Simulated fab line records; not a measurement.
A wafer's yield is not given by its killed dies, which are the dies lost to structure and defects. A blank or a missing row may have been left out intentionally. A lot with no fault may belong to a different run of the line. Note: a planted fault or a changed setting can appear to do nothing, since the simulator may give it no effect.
fab line records -- flow sky130
record lots=5, wafers=15, last-day=50
route steps=708 shown VIA3@581 PAD_OPEN@708
lots untouched by any fault: they come from a run of this same line in which no faults occurred
start-h: hours from the record's first day to the start of the lot's first wafer shown -- wait-h: time in hours since the lot's previous step -- " as in the row above -- L1.1+2: a row that stands for several wafers -- - no value, or no start given -- * or withheld: withheld -- < > ~ a bound
route shown NAME@n: a module of which the file shows steps, and the number in the route of the first -- usual: the fault-free wafers' mean and standard deviation -- same: alike in all rows -- chamber/n: place in a boat -- sites: per-site readings -- _std_site: their standard deviation -- _edge_site: the outer-site mean with the inner-site mean subtracted -- radius-mm: for every site, how far away it sits from the centre of the wafer -- mask NAME#n: copy n -- behind: tool/chamber where the wafer was last shaped -- hold: the reason the lot was held/the length of the hold in hours/how it ended -- device: the transistor (n, p or np) that didn't switch -- end of line: tests run on the same wafers once the route is complete -- for a step that has no rows: nothing shown but its recipe -- killed: dies lost to structure and defects at the first sort, not the wafer's yield -- map: a wafer's dies, x killed, . not, _ none there
set.NAME: the setting as run; set.NAME@STEP: as run at that earlier step -- model.NAME: the simulator's own value behind a step, which no gauge read
lots at selected steps of the route; one table per step, one row per wafer
services: a tool's chamber out of use, with start hour (start-h, from the record's first day; less than 0 if before it), hours out, and reason
## steps
# step SKY_VIA3_SOFTBAKE_08
# recipe temp-c=100, time-s=90, resist=KrF-thick
# step SKY_VIA3_EXPOSE_09
# recipe mask-id=VIM3, na=0.8, source-shape=annular, sigma-inner=0.55, sigma-outer=0.85, target-cd-nm=200, dose-mj=38
# step SKY_VIA3_PEB_10
# recipe peb-temp-c=withheld, peb-time-s=withheld, resist=KrF-thick
# step SKY_VIA3_DEVELOP_11
# recipe develop-time-s=60, resist=KrF-thick, dev-temp-c=21
# step SKY_VIA3_CD_MEAS_12
# recipe target-cd-nm=200
# usual cd-nm=199.7/1.4
lot.wafer,tool,chamber,start-h,wait-h,cd-nm
L298.2,cd-sem-02,-,917.03,-,198.3
L298.3,cd-sem-02,-,917.03,-,199.4
L298.6,cd-sem-02,-,917.03,-,199.0
L301.1,cd-sem-02,-,939.36,-,200.9
L301.5,cd-sem-02,-,939.36,-,202.6
L301.6,cd-sem-02,-,939.36,-,204.0
L311.2,cd-sem-02,-,1017.68,-,200.9
L311.3,cd-sem-02,-,1017.68,-,200.8
L311.5,cd-sem-02,-,1017.68,-,200.8
L317.1,cd-sem-02,-,1087.59,-,200.4
L317.3,cd-sem-02,-,1087.59,-,198.8
L317.5,cd-sem-02,-,1087.59,-,198.0
L319.2,cd-sem-02,-,1092.58,-,199.6
L319.4,cd-sem-02,-,1092.58,-,199.2
L319.6,cd-sem-02,-,1092.58,-,200.2
# step SKY_VIA3_OVL_MEAS_13
# usual VIA3_OVL=-1/5
lot.wafer,tool,chamber,start-h,wait-h,VIA3_OVL[nm]
L298.2,overlay-01,-,917.14,0.1,-9
L298.3,overlay-01,-,917.14,0.1,-7
L298.6,overlay-01,-,917.14,0.1,-4
L301.1,overlay-02,-,939.48,0.1,-2
L301.5,overlay-02,-,939.48,0.1,-1
L301.6,overlay-02,-,939.48,0.1,-2
L311.2,overlay-02,-,1017.79,0.1,-1
L311.3,overlay-02,-,1017.79,0.1,-1
L311.5,overlay-02,-,1017.79,0.1,-5
L317.1,overlay-02,-,1087.71,0.1,2
L317.3,overlay-02,-,1087.71,0.1,1
L317.5,overlay-02,-,1087.71,0.1,4
L319.2,overlay-02,-,1092.69,0.1,-1
L319.4,overlay-02,-,1092.69,0.1,0
L319.6,overlay-02,-,1092.69,0.1,-5
# step SKY_VIA3_ETCH_14
# recipe chemistry=N2/H2, target=BARC, ion-energy-ev=200, source-w=500, bias-w=100, pressure-mtorr=30, n2-flow-sccm=100, h2-flow-sccm=200, stop-on=SiO2, time-s=45.9, target-depth-a=600
# usual drypump-motor-current-A=5.6/0.42, oes-product-au=0.855/0.0049, throttle-valve-pct=13.225/0.0084
lot.wafer,tool,chamber,start-h,wait-h,drypump-motor-current-A,oes-product-au,rf-hours-counter-h,throttle-valve-pct
L298.2,rie-diel-02,0,917.17,0.0,5.4,0.857,24,13.216
L298.3,rie-diel-02,1,917.17,0.0,5.5,0.852,7,13.217
L298.6,rie-diel-02,2,917.17,0.0,5.4,0.857,-,13.219
L301.1,rie-diel-01,3,939.52,0.0,5.7,0.842,8,13.217
L301.5,rie-diel-01,2,939.52,0.0,6.2,0.860,-,13.224
L301.6,rie-diel-01,1,939.52,0.0,6.0,0.852,-,13.232
L311.2,rie-diel-02,0,1017.82,0.0,5.5,0.855,2,13.213
L311.3,rie-diel-02,3,1017.82,0.0,5.9,0.852,6,13.215
L311.5,rie-diel-02,1,1017.82,0.0,5.4,0.856,-,13.229
L317.1,rie-diel-01,1,1087.75,0.0,6.0,0.863,10,13.236
L317.3,rie-diel-01,0,1087.75,0.0,4.9,0.854,10,13.228
L317.5,rie-diel-01,2,1087.75,0.0,6.3,0.865,-,13.223
L319.2,rie-diel-02,1,1092.72,0.0,5.5,0.851,13,13.225
L319.4,rie-diel-02,3,1092.72,0.0,5.9,0.855,8,13.230
L319.6,rie-diel-02,0,1092.72,0.0,5.5,0.856,-,13.216
# step SKY_VIA3_ETCH_15
# recipe target=SiO2, chemistry=C4F8/O2/Ar, target-depth-nm=507, stop-on=TiN, mask-material=KrF-thick, source-w=1500, bias-w=1200, pressure-mtorr=40, c4f8-flow-sccm=withheld, O2_flow_sccm=6, Ar_flow_sccm=300, time-s=78
# usual oes-product-au=0.945/0.0047
lot.wafer,tool,chamber,start-h,wait-h,oes-product-au,rf-hours-counter-h
L298.2,rie-diel-02,0,917.21,0.0,0.946,24
L298.3,rie-diel-02,1,917.21,0.0,0.942,7
L298.6,rie-diel-02,2,917.21,0.0,0.939,-
L301.1,rie-diel-01,3,939.56,0.0,0.947,8
L301.5,rie-diel-01,2,939.56,0.0,0.936,-
L301.6,rie-diel-01,1,939.56,0.0,0.942,-
L311.2,rie-diel-02,0,1017.86,0.0,0.938,2
L311.3,rie-diel-02,3,1017.86,0.0,0.942,6
L311.5,rie-diel-02,1,1017.86,0.0,0.955,-
L317.1,rie-diel-01,1,1087.79,0.0,0.949,10
L317.3,rie-diel-01,0,1087.79,0.0,0.942,10
L317.5,rie-diel-01,2,1087.79,0.0,0.945,-
L319.2,rie-diel-02,1,1092.76,0.0,0.939,13
L319.4,rie-diel-02,3,1092.76,0.0,0.942,8
L319.6,rie-diel-02,0,1092.76,0.0,0.945,-
# step SKY_VIA3_STRIP_16
# recipe chemistry=O2/N2, power-w=1400, pressure-mtorr=1500, platen-temp-c=withheld, o2-flow-sccm=3000, n2-flow-sccm=300, overash-fraction=0.5
# usual drypump-motor-current-A=5.6/0.46, oes-product-au=0.402/0.0046, strip-time-to-endpoint-s=4.114/0.023
# same overash-fraction=0.5
lot.wafer,tool,chamber,start-h,wait-h,drypump-motor-current-A,oes-product-au,rf-hours-counter-h,strip-time-to-endpoint-s
L298.2,plasma-asher-02,0,917.27,0.0,6.3,0.397,114,4.090
L298.3,plasma-asher-02,0,917.27,0.0,6.3,0.406,-,4.136
L298.6,plasma-asher-02,0,917.27,0.0,6.4,0.402,-,4.126
L301.1,plasma-asher-03,1,939.62,0.0,5.8,0.410,52,4.129
L301.5,plasma-asher-03,1,939.62,0.0,5.7,0.398,-,4.063
L301.6,plasma-asher-03,0,939.62,0.0,5.0,0.406,-,4.130
L311.2,plasma-asher-03,1,1017.92,0.0,5.7,0.394,60,4.120
L311.3,plasma-asher-03,1,1017.92,0.0,5.7,0.399,-,4.103
L311.5,plasma-asher-03,1,1017.92,0.0,5.7,0.403,-,4.120
L317.1,plasma-asher-02,0,1087.85,0.0,6.3,0.398,3,4.112
L317.3,plasma-asher-02,1,1087.85,0.0,5.7,0.405,-,4.122
L317.5,plasma-asher-02,1,1087.85,0.0,5.7,0.397,-,4.115
L319.2,plasma-asher-03,1,1092.82,0.0,5.7,0.396,69,4.083
L319.4,plasma-asher-03,1,1092.82,0.0,5.7,0.397,-,4.097
L319.6,plasma-asher-03,0,1092.82,0.0,5.0,0.400,-,4.116
# step SKY_VIA3_STRIP_17
# recipe chemistry=post-etch-residue-remover, time-s=1200, temp-c=72.5
# step SKY_VIA3_CLEAN_18
# recipe chemistry=IPA, time-s=180, temp-c=25
# step SKY_VIA3_CLEAN_19
# recipe chemistry=O3/DIW, dry=n2-spin
# step SKY_VIA3_SPUTTER_20
# recipe material=TiN, target-thk-nm=20, chamber-pressure-pa=5, power-w=4000, time-s=80
# usual throttle-valve-pct=30.5/1
lot.wafer,tool,chamber,start-h,wait-h,throttle-valve-pct,model.TiN_of_VIA3_SPUTTER_20.thk-nm
L298.2,pvd-sputter-01,-,917.90,0.0,29.8,20.21
L298.3,pvd-sputter-01,-,917.90,0.0,30.9,20.11
L298.6,pvd-sputter-01,-,917.90,0.0,30.9,20.09
L301.1,pvd-sputter-04,-,940.21,0.0,29.7,19.78
L301.5,pvd-sputter-04,-,940.21,0.0,29.8,19.93
L301.6,pvd-sputter-04,-,940.21,0.0,29.3,19.56
L311.2,pvd-sputter-04,-,1018.51,0.0,29.6,20.19
L311.3,pvd-sputter-04,-,1018.51,0.0,32.4,20.26
L311.5,pvd-sputter-04,-,1018.51,0.0,29.5,16.82
L317.1,pvd-sputter-01,-,1088.47,0.0,30.8,19.91
L317.3,pvd-sputter-01,-,1088.47,0.0,30.7,19.9
L317.5,pvd-sputter-01,-,1088.47,0.0,30.8,19.82
L319.2,pvd-sputter-02,-,1093.44,0.0,29.9,19.87
L319.4,pvd-sputter-02,-,1093.44,0.0,28.3,19.96
L319.6,pvd-sputter-02,-,1093.44,0.0,31.0,20.06
# step SKY_VIA3_CVD_21
# recipe material=W, target-thk-nm=390, time-s=117.31, temp-c=400, pressure-torr=40
# usual heater-power-w=792/73, susceptor-temp-C=400.02/0.25
lot.wafer,tool,chamber,start-h,wait-h,heater-power-w,susceptor-temp-C
L298.2,cvd-w-02,1,917.96,0.0,697,400.07
L298.3,cvd-w-02,0,917.96,0.0,785,399.68
L298.6,cvd-w-02,1,917.96,0.0,709,400.57
L301.1,cvd-w-01,1,940.27,0.0,883,400.15
L301.5,cvd-w-01,0,940.27,0.0,870,399.86
L301.6,cvd-w-01,1,940.27,0.0,861,399.74
L311.2,cvd-w-01,0,1018.61,0.1,878,399.95
L311.3,cvd-w-01,0,1018.61,0.1,889,399.92
L311.5,cvd-w-01,0,1018.61,0.1,883,399.95
L317.1,cvd-w-02,1,1088.53,0.0,720,400.17
L317.3,cvd-w-02,0,1088.53,0.0,767,399.97
L317.5,cvd-w-02,1,1088.53,0.0,718,400.09
L319.2,cvd-w-02,0,1093.50,0.0,786,400.32
L319.4,cvd-w-02,1,1093.50,0.0,703,399.96
L319.6,cvd-w-02,1,1093.50,0.0,724,400.34
# step SKY_PAD_OPEN_PROBE_99
# usual defect-limited-yield=82.6/1.9, killed_at_M0_to_M3=43/7.3, killed_at_M4_up=3.0/2, killed-at-contacts=24/5.2, killed-at-front-end=15/4.4, killed-at-other=0.2/0.48, killed-dies=86/9.1, killed-open=47/7.3, killed-short=38/6.4, sort_bin_3_pad_short=0.8/0.38, sort_bin_5_function=10.5/1.4, sort_bin_6_memory=6.1/1.1, sort-n-pass=406/9.1, sort-yield-pct=82.6/1.9
# same gross-dies=492, killed-at-back-side=0, sort_bin_4_leakage[%]=0, sort_bin_8_speed[%]=0
lot.wafer,tool,chamber,start-h,wait-h,defect-limited-yield[%],killed_at_M0_to_M3,killed_at_M4_up,killed-at-contacts,killed-at-front-end,killed-at-other,killed-dies,killed-open,killed-short,sort_bin_3_pad_short[%],sort_bin_5_function[%],sort_bin_6_memory[%],sort-n-pass,sort-yield-pct[%]
L301.1,prober-01,-,1083.84,0.1,85.0,35,3,21,15,0,74,44,30,0.4,9.3,5.3,418,85.0
L301.5,prober-01,-,1084.04,0.2,80.9,55,1,25,13,0,94,51,43,0.6,11.8,6.7,398,80.9
L301.6,prober-01,-,1084.09,0.2,80.9,47,5,32,10,0,94,40,54,1.2,10.8,7.1,398,80.9
L311.2,prober-01,-,1149.57,0.1,83.1,45,1,21,16,0,83,49,34,0.4,11.8,4.7,409,83.1
L311.3,prober-01,-,1149.62,0.2,82.1,47,3,25,12,1,88,56,32,1.0,9.6,7.3,404,82.1
L311.5,prober-01,-,1149.72,0.2,82.1,50,1,18,19,0,88,48,40,1.4,10.0,6.5,404,82.1
# killed by level:class
L301.1 VIA1:geometric-particle:open=13 CONTACT:geometric-particle:open=11 POLY_GATE:geometric-particle:short=6 METAL1:geometric-particle:short=4 POLY_GATE:geometric-particle:open=3 LI_CONTACT:geometric-particle:open=3 VIA1:geometric-particle:short=3 VIA2:geometric-particle:open=3
L301.5 VIA1:geometric-particle:open=15 VIA1:geometric-particle:short=8 LI_CONTACT:geometric-particle:open=7 VIA3:geometric-particle:open=6 CONTACT:geometric-particle:open=6 CONTACT:geometric-particle:short=6 METAL1:geometric-particle:short=6 VIA2:geometric-particle:open=5
L301.6 METAL2:geometric-particle:short=9 LOCAL_INTERCONNECT:geometric-particle:short=9 CONTACT:geometric-particle:open=8 VIA3:geometric-particle:open=8 LI_CONTACT:geometric-particle:open=7 VIA1:geometric-particle:open=7 VIA1:geometric-particle:short=6 VIA2:geometric-particle:open=4
L311.2 VIA1:geometric-particle:open=14 CONTACT:geometric-particle:open=8 VIA3:geometric-particle:open=6 VIA2:geometric-particle:open=6 CONTACT:geometric-particle:short=5 FIELD_ISO:geometric-particle:short=4 FIELD_ISO:geometric-particle:open=4 METAL1:geometric-particle:short=4
L311.3 VIA1:geometric-particle:open=15 CONTACT:geometric-particle:open=10 VIA3:geometric-particle:open=9 VIA2:geometric-particle:open=5 LI_CONTACT:geometric-particle:open=5 VIA1:geometric-particle:short=5 CONTACT:geometric-particle:short=5 METAL1:geometric-particle:short=4
L311.5 VIA1:geometric-particle:open=11 CONTACT:geometric-particle:open=9 VIA2:geometric-particle:open=8 VIA3:geometric-particle:open=7 VIA2:geometric-particle:short=6 FIELD_ISO:geometric-particle:open=5 METAL3:geometric-particle:short=5 POLY_GATE:geometric-particle:short=4
## services
tool,chamber,start-h,hours,kind
cvd-w-01,-,904.00,14.0,pm
rie-diel-02,3,913.51,4.2,repair
rie-diel-01,3,923.49,5.1,repair
pvd-sputter-04,-,929.95,3.3,repair
plasma-asher-02,-,931.70,6.1,repair
pvd-sputter-01,-,932.81,21.8,repair
cvd-w-02,-,933.90,1.6,repair
rie-diel-02,-,935.11,4.5,repair
plasma-asher-02,-,935.13,2.8,repair
pvd-sputter-01,-,939.83,9.2,repair
cvd-w-01,-,968.79,2.7,repair
cvd-w-02,0,995.53,1.3,repair
cvd-w-02,0,998.34,15.6,repair
rie-diel-01,0,1001.44,8.8,repair
plasma-asher-02,-,1009.84,1.0,repair
cvd-w-01,1,1015.13,21.3,repair
pvd-sputter-01,-,1032.25,1.9,repair
rie-diel-02,-,1039.63,2.8,pm
rie-diel-02,3,1053.30,5.7,repair
plasma-asher-02,-,1055.25,9.0,pm
pvd-sputter-04,-,1066.95,3.3,repair
cvd-w-02,-,1070.80,0.5,repair
rie-diel-02,-,1070.94,2.9,repair
plasma-asher-03,-,1074.97,8.5,repair
## key
first-sign none at tools or gauges
model-effect step=SKY_VIA3_SPUTTER_20, value=TiN_of_VIA3_SPUTTER_20.thk-nm, without=19.95, struck=16.82
met-at SKY_VIA3_SPUTTER_20
struck-wafers L311.5
onset-between 940.21 1018.51
fault kind=process-parameter-drift, tool=pvd-sputter-04, chamber=-, onset-h=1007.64, steps=SKY_VIA3_SPUTTER_20, channel=time-s, offset=*, shape=step, end-h=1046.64, acts-in=*, stated=*, scope=struck-wafers-only
